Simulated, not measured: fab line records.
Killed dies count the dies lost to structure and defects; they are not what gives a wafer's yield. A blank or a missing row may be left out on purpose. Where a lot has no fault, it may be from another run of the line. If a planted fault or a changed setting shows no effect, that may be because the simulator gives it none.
Problem report, 8D (eight disciplines) form, completed by code    flow sky130    the parts of the form that need people (team, actions taken, sign-off) are left out

## 1. WHAT IS WRONG
Wafers without a fault read 15, standard deviation 4.1; killed_at_front_end at SKY_PAD_OPEN_PROBE_99 reads a mean of 78 on 3 wafers belonging to 2 lots. That puts it +15 standard deviations away from the usual mean.
The first sign was on wafer L320.1 at day 49 05:59, on prober-02. At this step, 6 wafers from 2 lots have a number in the record. Rule for "out", or "out of limits": more than 4 standard deviations from the usual mean. All remaining wafers that have a number are taken as sound.

## 2. WHAT IT IS; WHAT IT IS NOT
question                     is                                is not
which readings at this step  killed_at_front_end, killed_dies  killed_at_M0_to_M3, killed_at_M4_up, killed_at_contacts, killed_at_other, killed_open, killed_short
which lots                   L320, L322                        -
which wafers of those lots   L320.1, L320.5, L322.3            L320.4, L322.4, L322.5
read on which tools          prober-02                         -
when                         from day 49 05:59                 up to then (0 sound wafers); but 3 sound wafers of L320, L322 came after

## 3. WHAT RULES OUT EACH SUSPECT
Counting: any tool at a process step up to the reading remains a suspect provided it ran every lot that is out. Sound lots after the first of them don't rule it out here, since some wafers of a struck lot are sound.
- rie_diel-01 at SKY_POLY_GATE_ETCH_16 (etches Si3N4 in CH3F/O2, stops on poly-Si, time 147.5 s, target depth 75 nm): kept. It ran every lot that is out, first L320 (day 21 20:01).
- prober-02 at SKY_PAD_OPEN_PROBE_99: kept. It ran every lot that is out, first L320 (day 49 05:59). Its own killed_at_front_end, killed_dies readings are out on those wafers.
- rie_diel-01, SKY_POLY_GATE_ETCH_16: wafers that are out in chamber 0, sound lot-mates in chambers 2, 3.
After counting, rie_diel-01 at SKY_POLY_GATE_ETCH_16 and prober-02 at SKY_PAD_OPEN_PROBE_99 remain.

## 4. THE CAUSE (what the simulator had put in)
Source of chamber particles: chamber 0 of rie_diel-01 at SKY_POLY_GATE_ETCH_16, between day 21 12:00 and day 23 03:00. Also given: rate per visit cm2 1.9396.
2 suspects survive the count, and this tool is in that group.

## 5. THE CHAIN OF EFFECTS, in route order
One row per reading whose mean, taken over the struck wafers that have a number, lies over 3 standard deviations from the usual. Readings are gone through only where the record gives a usual standard deviation; hours: the median, over the lots, of the time from a lot's start at the first step in this table giving one to that lot's start at this step; sigmas: the change measured in usual standard deviations.
hours  step                   reading              usual  on struck wafers  change  sigmas
0      SKY_PAD_OPEN_PROBE_99  killed_at_front_end  15     78                +63     +15
0      SKY_PAD_OPEN_PROBE_99  killed_dies          88     146               +58     +6.2
The process steps in it:
- SKY_PAD_OPEN_PROBE_99

## 6. HOW IT WOULD HAVE BEEN CAUGHT EARLIER
666 hours passed between the start of the fault at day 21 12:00 and the first reading out of limits in this record, taken at day 49 05:59.
An alarm limit of 4 standard deviations would not have fired on the tool readings at SKY_POLY_GATE_ETCH_16 for which the record gives a usual standard deviation, since none of them was out on any struck wafer.
By day 49 05:59, every lot that is out (2) had started SKY_POLY_GATE_ETCH_16 on rie_diel-01. Had the tool been put on hold then, not one of them would have been saved.
